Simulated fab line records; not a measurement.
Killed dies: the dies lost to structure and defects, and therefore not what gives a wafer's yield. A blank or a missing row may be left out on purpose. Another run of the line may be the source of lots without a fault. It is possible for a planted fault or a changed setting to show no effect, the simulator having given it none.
fab line records    flow sky130
record: lots: 4  wafers: 12  lastDay: 50
route steps=708 shown GATE_OXIDE@191 POLY_GATE@204 RES_PROTECT@206 PAD_OPEN@708
lots that met no fault: taken from a fault-free run of the same line
startH: start of the lot's first displayed wafer, in hours after the record's first day    waitH: hours elapsed since this lot's preceding step    " identical to the entry in the row above    L1.1+2: a row that stands for several wafers    - no value, or no start given    * or withheld: withheld    < > ~ a bound
route shown NAME@n: names a module that has steps shown in the file, with the first one's number in the route    usual: average and standard deviation across the fault-free wafers    same: alike in all rows    chamber/n: place in a boat    sites: the reading at each site    _std_site: their standard deviation    _edge_site: inner sites' mean taken away from outer sites' mean    radiusMm: how far each site lies from the wafer's centre    mask NAME#n: copy n    behind: the tool/chamber that last shaped the wafer    hold: why the lot went on hold/how many hours it stayed there/how the hold came to an end    device: names the non-switching transistor (n, p or np)    end of line: at the end of the route, the tests of the same wafers    a step without rows: its recipe alone    killed: at the first sort, the dies lost to defects and structure; wafer yield is something else    map: per-die view of a wafer (x killed, . not killed, _ where there is no die)
set.NAME: the run value of the setting; set.NAME@STEP: its run value at that earlier step    model.NAME: the simulator's own value behind a step, which no gauge read
a table for each step, a row for each wafer; lots at some steps of the route
services: the hour from which a tool's chamber was out of use, counted from the record's first day as startH (under 0 if before that day), plus the number of hours and why
== steps ==
step: SKY_GATE_OXIDE_HMDS_04
recipe: primeTimeS: 60  primeTempC: 120
step: SKY_GATE_OXIDE_COAT_05
recipe: resist: NOVOLAK  spinRpm: 3000  resistThkNm: 1140
step: SKY_GATE_OXIDE_SOFTBAKE_06
recipe: tempC: 90  timeS: 60  resist: NOVOLAK
step: SKY_GATE_OXIDE_EXPOSE_07
recipe: maskId: LVOM  na: 0.6  sourceShape: conventional  sigmaOuter: 0.6  polarization: unpolarized  targetCdNm: 600  doseMj: 170
step: SKY_GATE_OXIDE_PEB_08
recipe: tempC: withheld  timeS: *  resist: NOVOLAK
step: SKY_GATE_OXIDE_DEVELOP_09
recipe: resist: NOVOLAK  developer: TMAH  developTimeS: 60  devTempC: 23
step: SKY_GATE_OXIDE_IMPLANT_11
recipe: species: B  energyKev: 10  doseCm2: 2.6e+12  tiltDeg: withheld
step: SKY_GATE_OXIDE_WET_ETCH_12
recipe: chemistry: dHF  targetDepthNm: 16.8  dry: n2Spin  target: SiO2  dilution: 100:1  tempC: 25  timeS: 336
step: SKY_GATE_OXIDE_STRIP_13
recipe: chemistry: O2/N2  powerW: 1400  pressureMtorr: 1500  platenTempC: withheld  o2FlowSccm: 3000  n2FlowSccm: 300  overashFraction: 0.5
step: SKY_GATE_OXIDE_CLEAN_15
recipe: chemistry: SC1/SC2  mix: 1:4:20  tempC: 70  timeS: 150  dry: n2Spin
step: SKY_GATE_OXIDE_OXIDATION_16
recipe: tempC: 800  ambient: O2  idleTempC: 700  rampUpCPerMin: 10  rampDownCPerMin: 3  stabiliseS: 600  purgeS: 300  targetThkA: 35.7  oxTimeS: 1915
lot.wafer  tool        chamber  startH  waitH  model.SiO2_of_GATE_OXIDE_OXIDATION_01.thkNm
L261.1     furnace-02  0        327.34  1.4    11.33
L261.2     "           0        "       "      11.25
L261.3     "           0        "       "      11.47
L278.1     furnace-02  0        474.09  0.1    10.81
L278.2     "           0        "       "      10.77
L278.6     "           0        "       "      10.75
L279.1     furnace-02  0        480.80  0.0    10.75
L279.3     "           0        "       "      10.77
L279.6     "           0        "       "      10.94
L281.1     furnace-01  0        498.80  0.0    11.73
L281.5     "           0        "       "      11.84
L281.6     "           0        "       "      11.78
step: SKY_POLY_GATE_CVD_00
recipe: material: poly-Si  targetThkNm: 180  tempC: 620  timeS: 720  pressureMtorr: 200
step: SKY_RES_PROTECT_DEHYDRATE_00
recipe: tempC: 200  timeS: 60
step: SKY_RES_PROTECT_HMDS_01
recipe: primeTimeS: 60  primeTempC: 120
step: SKY_RES_PROTECT_COAT_02
recipe: resist: NOVOLAK  spinRpm: 3000  resistThkNm: 1140
step: SKY_RES_PROTECT_SOFTBAKE_03
recipe: tempC: 90  timeS: 60  resist: NOVOLAK
step: SKY_RES_PROTECT_EXPOSE_04
recipe: maskId: RPM  na: 0.6  sourceShape: conventional  sigmaOuter: 0.6  polarization: unpolarized  targetCdNm: 1270  doseMj: 131
step: SKY_RES_PROTECT_PEB_05
recipe: tempC: withheld  timeS: *  resist: NOVOLAK
step: SKY_RES_PROTECT_DEVELOP_06
recipe: resist: NOVOLAK  developer: TMAH  developTimeS: 60  devTempC: 23
step: SKY_POLY_GATE_IMPLANT_02
recipe: species: P  energyKev: 30  doseCm2: 7.7e+15  tiltDeg: 0
step: SKY_RES_PROTECT_STRIP_07
recipe: chemistry: O2/N2  powerW: 1400  pressureMtorr: 1500  platenTempC: withheld  o2FlowSccm: 3000  n2FlowSccm: 300  overashFraction: 0.5
step: SKY_RES_PROTECT_CLEAN_09
recipe: chemistry: SC1/SC2  mix: 1:4:20  tempC: 70  timeS: 150  dry: n2Spin
step: SKY_POLY_GATE_CVD_03
recipe: material: Si3N4  precursor: DCS/NH3  targetThkNm: 75  tempC: 770  timeS: 1290  pressureMtorr: 250
step: SKY_POLY_GATE_DEHYDRATE_05
recipe: tempC: 200  timeS: 60
step: SKY_POLY_GATE_HMDS_06
recipe: primeTimeS: 60  primeTempC: 120
step: SKY_POLY_GATE_COAT_07
recipe: resist: BARC  tempC: withheld  timeS: withheld  spinRpm: 3000  resistThkNm: 110
step: SKY_POLY_GATE_COAT_08
recipe: resist: KrF-thick  spinRpm: 3000  resistThkNm: 450
step: SKY_POLY_GATE_SOFTBAKE_09
recipe: tempC: 100  timeS: 90  resist: KrF-thick
step: SKY_POLY_GATE_EXPOSE_10
recipe: maskId: P1M  na: 0.68  sourceShape: conventional  sigmaOuter: 0.6  targetCdNm: 150  doseMj: 28
step: SKY_POLY_GATE_PEB_11
recipe: pebTempC: withheld  pebTimeS: withheld  resist: KrF-thick
step: SKY_POLY_GATE_DEVELOP_12
recipe: developTimeS: 60  resist: KrF-thick  devTempC: 21
step: SKY_POLY_GATE_ETCH_15
recipe: chemistry: N2/H2  target: BARC  ionEnergyEv: 200  sourceW: 500  biasW: 100  pressureMtorr: 30  n2FlowSccm: 100  h2FlowSccm: 200  stopOn: SiO2  timeS: 118.5  targetDepthA: 1100
step: SKY_POLY_GATE_ETCH_16
recipe: stopOn: poly-Si  chemistry: CH3F/O2  target: Si3N4  sourceW: 400  biasW: 80  pressureMtorr: 25  ch3fFlowSccm: 40  O2_flow_sccm: 30  timeS: 147.5  targetDepthA: 750
step: SKY_POLY_GATE_ETCH_17
recipe: targetDepthNm: 180  stopOn: SiO2  overEtchFrac: 0.56667  chemistry: HBr/Cl2  target: poly-Si  icpW: 400  biasW: 100  pressureMtorr: 10  HBr_flow_sccm: 150  Cl2_flow_sccm: 50  timeS: 70.5
step: SKY_POLY_GATE_STRIP_18
recipe: chemistry: O2/N2  powerW: 1400  pressureMtorr: 1500  platenTempC: withheld  o2FlowSccm: 3000  n2FlowSccm: 300  overashFraction: 0.5
step: SKY_PAD_OPEN_PROBE_99
usual: killed_at_M0_to_M3: 41/6.2  killed_at_M4_up: 3.0/1.7  killedAtContacts: 25/5.8  killedAtFrontEnd: 16/4.5  killedAtOther: 0.2/0.42  killedDies: 85/8.4  killedOpen: 46/5.9  killedShort: 39/6.3
same: grossDies: 492  killedAtBackSide: 0
lot.wafer  tool       chamber  startH   waitH  hold                   killed_at_M0_to_M3  killed_at_M4_up  killedAtContacts  killedAtFrontEnd  killedAtOther  killedDies  killedOpen  killedShort  model.etest.nfet_16v.rOnOhmUm  model.etest.pfet_01v8.rOnOhmUm  model.etest.nfet_01v8_lvt.driveUaUm  model.etest.nfet_01v8_turned.driveUaUm  model.etest.nfet_01v8_swapped.driveUaUm  model.etest.nfet_01v8.driveUaUm  model.etest.sramNfetPass.driveUaUm  model.etest.pfetG5v0d10v5.rOnOhmUm
L261.1     prober-02  -        1090.57  0.1    -                      52                  3                15                22                0              92          41          51           1.392e+04                      2939                            568.8                                504.4                                   499.8                                    496.8                            478.2                               4630
L261.2     prober-02  -        1090.62  0.1    -                      38                  4                36                18                1              97          49          48           1.396e+04                      2885                            579.6                                509.7                                   505.2                                    508.4                            484.7                               4563
L261.3     prober-02  -        1090.67  0.2    -                      44                  1                23                19                0              87          58          29           1.41e+04                       2861                            578.5                                507.7                                   508.4                                    509.4                            488.5                               4663
L279.1     prober-01  -        1186.97  0.1    awaitDispo/5.6h/scrap  33                  6                32                20                0              91          44          44           1.336e+04                      2519                            800                                  734.7                                   728                                      729                              718.3                               4536
L279.3     prober-01  -        1187.07  0.2    awaitDispo/5.6h/scrap  50                  3                21                17                0              91          45          45           1.332e+04                      2558                            784.4                                712.8                                   711.6                                    713.1                            698.5                               4542
L279.6     prober-01  -        1187.22  0.2    awaitDispo/5.6h/scrap  43                  2                22                14                0              81          48          33           1.341e+04                      2509                            806.6                                735                                     727.6                                    730.1                            724.8                               4624
L278.1     prober-02  -        1187.32  0.1    awaitDispo/6.2h/scrap  44                  4                34                14                0              96          51          45           1.361e+04                      2492                            826                                  756.5                                   752.9                                    751.4                            737.9                               4535
L278.2     prober-02  -        1187.37  0.1    awaitDispo/6.2h/scrap  40                  3                26                18                0              87          52          35           1.371e+04                      2543                            828.5                                755.5                                   759.7                                    757.9                            721                                 4651
L278.6     prober-02  -        1187.57  0.2    awaitDispo/6.2h/scrap  46                  1                26                14                0              87          46          41           1.382e+04                      2569                            799.1                                730.9                                   734.2                                    735.5                            694.6                               4728
L281.1     prober-02  -        1197.34  0.1    -                      51                  1                29                11                0              92          41          51           1.378e+04                      2871                            586                                  511.2                                   511.1                                    506.4                            506.1                               4742
L281.5     prober-02  -        1197.54  0.2    -                      39                  3                23                21                0              86          43          42           1.384e+04                      2763                            591                                  519.2                                   516.5                                    514.6                            510.6                               4653
L281.6     prober-02  -        1197.59  0.2    -                      46                  2                29                16                1              94          50          42           1.375e+04                      2803                            584.3                                512.2                                   510.6                                    510.3                            505.5                               4666
killed by level:class
L261.1 VIA1:geometricParticle:open=12 METAL2:geometricParticle:short=9 FIELD_ISO:geometricParticle:short=8 METAL1:geometricParticle:short=7 LI_CONTACT:geometricParticle:open=6 VIA3:geometricParticle:open=6 VIA2:geometricParticle:open=5 POLY_GATE:geometricParticle:short=4
L261.2 CONTACT:geometricParticle:open=13 VIA1:geometricParticle:open=10 LI_CONTACT:geometricParticle:open=8 METAL2:geometricParticle:short=6 LI_CONTACT:geometricParticle:short=5 METAL1:geometricParticle:short=5 CONTACT:geometricParticle:short=5 FIELD_ISO:geometricParticle:open=4
L261.3 VIA1:geometricParticle:open=14 LI_CONTACT:geometricParticle:open=12 CONTACT:geometricParticle:open=7 VIA3:geometricParticle:open=7 POLY_GATE:geometricParticle:open=6 METAL1:geometricParticle:short=6 POLY_GATE:geometricParticle:short=5 VIA2:geometricParticle:open=5
L279.1 CONTACT:geometricParticle:open=15 FIELD_ISO:geometricParticle:open=5 POLY_GATE:geometricParticle:short=5 LOCAL_INTERCONNECT:geometricParticle:short=5 VIA1:geometricParticle:open=5 METAL4:geometricParticle:short=5 POLY_GATE:geometricParticle:open=4 LI_CONTACT:geometricParticle:open=4
L279.3 VIA2:geometricParticle:open=10 METAL1:geometricParticle:short=9 VIA3:geometricParticle:short=8 CONTACT:geometricParticle:open=8 POLY_GATE:geometricParticle:open=6 VIA1:geometricParticle:open=5 VIA3:geometricParticle:open=5 VIA1:geometricParticle:short=4
L279.6 CONTACT:geometricParticle:open=12 VIA1:geometricParticle:open=10 VIA3:geometricParticle:open=8 VIA2:geometricParticle:short=6 FIELD_ISO:geometricParticle:short=5 VIA2:geometricParticle:open=5 POLY_GATE:geometricParticle:open=4 VIA3:geometricParticle:short=4
L278.1 CONTACT:geometricParticle:open=17 VIA1:geometricParticle:open=15 CONTACT:geometricParticle:short=10 METAL1:geometricParticle:short=6 LI_CONTACT:geometricParticle:open=5 FIELD_ISO:geometricParticle:short=4 METAL2:geometricParticle:short=4 VIA2:geometricParticle:short=3
L278.2 CONTACT:geometricParticle:open=16 VIA1:geometricParticle:open=12 POLY_GATE:geometricParticle:short=8 VIA3:geometricParticle:open=5 FIELD_ISO:geometricParticle:short=4 LI_CONTACT:geometricParticle:open=4 VIA2:geometricParticle:short=4 VIA2:geometricParticle:open=4
L278.6 CONTACT:geometricParticle:open=11 VIA1:geometricParticle:open=11 VIA3:geometricParticle:open=8 CONTACT:geometricParticle:short=7 VIA1:geometricParticle:short=7 FIELD_ISO:geometricParticle:open=5 LI_CONTACT:geometricParticle:open=5 VIA3:geometricParticle:short=5
L281.1 CONTACT:geometricParticle:open=10 METAL2:geometricParticle:short=9 VIA3:geometricParticle:open=9 FIELD_ISO:geometricParticle:short=7 METAL1:geometricParticle:short=7 VIA1:geometricParticle:open=7 CONTACT:geometricParticle:short=6 LI_CONTACT:geometricParticle:open=5
L281.5 CONTACT:geometricParticle:open=8 METAL1:geometricParticle:short=7 VIA1:geometricParticle:open=7 FIELD_ISO:geometricParticle:short=6 FIELD_ISO:geometricParticle:open=5 LOCAL_INTERCONNECT:geometricParticle:short=5 POLY_GATE:geometricParticle:open=5 LI_CONTACT:geometricParticle:open=5
L281.6 CONTACT:geometricParticle:open=12 VIA1:geometricParticle:open=11 LI_CONTACT:geometricParticle:short=6 VIA2:geometricParticle:open=6 FIELD_ISO:geometricParticle:short=5 POLY_GATE:geometricParticle:open=5 LOCAL_INTERCONNECT:geometricParticle:short=5 VIA3:geometricParticle:open=5
map L278.1 (x killed, . not)
__________x....x...x_________
________x......xx....._______
______.........x........_____
_____x.xxx.xx......xx...x____
____......x...x...........___
___..................x.....__
__.......x.x.....x....xx...._
_.........x.x....x..x.....x..
_..........x...xx.x..xx......
_x..........x...x.......x.x..
_.......xx...x.x..xx.x....xx.
_.......xx...x...xxx...x.....
_...x.x...xx...x..x.....x..x.
_....xx.....x.x..x......x....
_....x...........x..xx.......
__.x.x..xx.x...xx....x......_
___.....x.........x.......x__
____.x..........x..x..x...___
_____...........x...x....____
______........x..x......_____
________....x.....x..._______
__________.......x.._________
map L279.1 (x killed, . not)
__________.xx..x..x._________
________.x.........x.._______
______...xx.xx..x..x...._____
_____....x..........x.x.x____
____..x..xx...x..x.....x..___
___x..x....x...x...........__
__x.........x.x.....xx......_
_.x..x..x.x..x..............x
_.....x.....xxx........xx....
_x...x......x.x........x..x..
_.xxx.........x..............
_...........x...x..x........x
_..x.....x....x.x.....x.x....
_...........x.x..x.....x.xx..
_....x...............x.xx....
__....x.x....x.......x......_
___.......x................__
____.x.x...........x......___
_____...x........x....xx.____
______..x....x..x..x...._____
________....x.......x._______
__________.........._________
== services ==
tool        chamber  startH  hours  kind
furnace-01  -        329.06  11.4   pm
furnace-02  -        400.63  3.4    pm
furnace-01  -        415.41  2.9    pm
== key ==
firstSign: step: SKY_PAD_OPEN_PROBE_99  reading: hold  direction: added
effect none on later readings
modelEffect: step: SKY_GATE_OXIDE_OXIDATION_16  value: SiO2_of_GATE_OXIDE_OXIDATION_01.thkNm  without: 11.75  struck: 10.8
modelEffect: step: SKY_PAD_OPEN_PROBE_99  value: etest.nfet_16v.rOnOhmUm  without: 1.402e+04  struck: 1.354e+04
metAt SKY_GATE_OXIDE_OXIDATION_16
struckWafers L278.1,L278.2,L278.6,L279.1,L279.3,L279.6
testerLeftOut L278,L279
onsetBetween 327.34 474.09
fault: kind: processParameterDrift  tool: furnace-02  chamber: -  onsetH: 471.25  steps: SKY_GATE_OXIDE_OXIDATION_16  channel: oxTimeS  offset: *  shape: step  endH: 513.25  actsIn: *  stated: *
testerLeftOut: of these lots the tester's yield and bins aren't shown, on N5 and GAA mostly nor the transistor test; their killed dies are dies lost to structure and defects alone, not to doping, threshold or leakage, so they don't give the yield
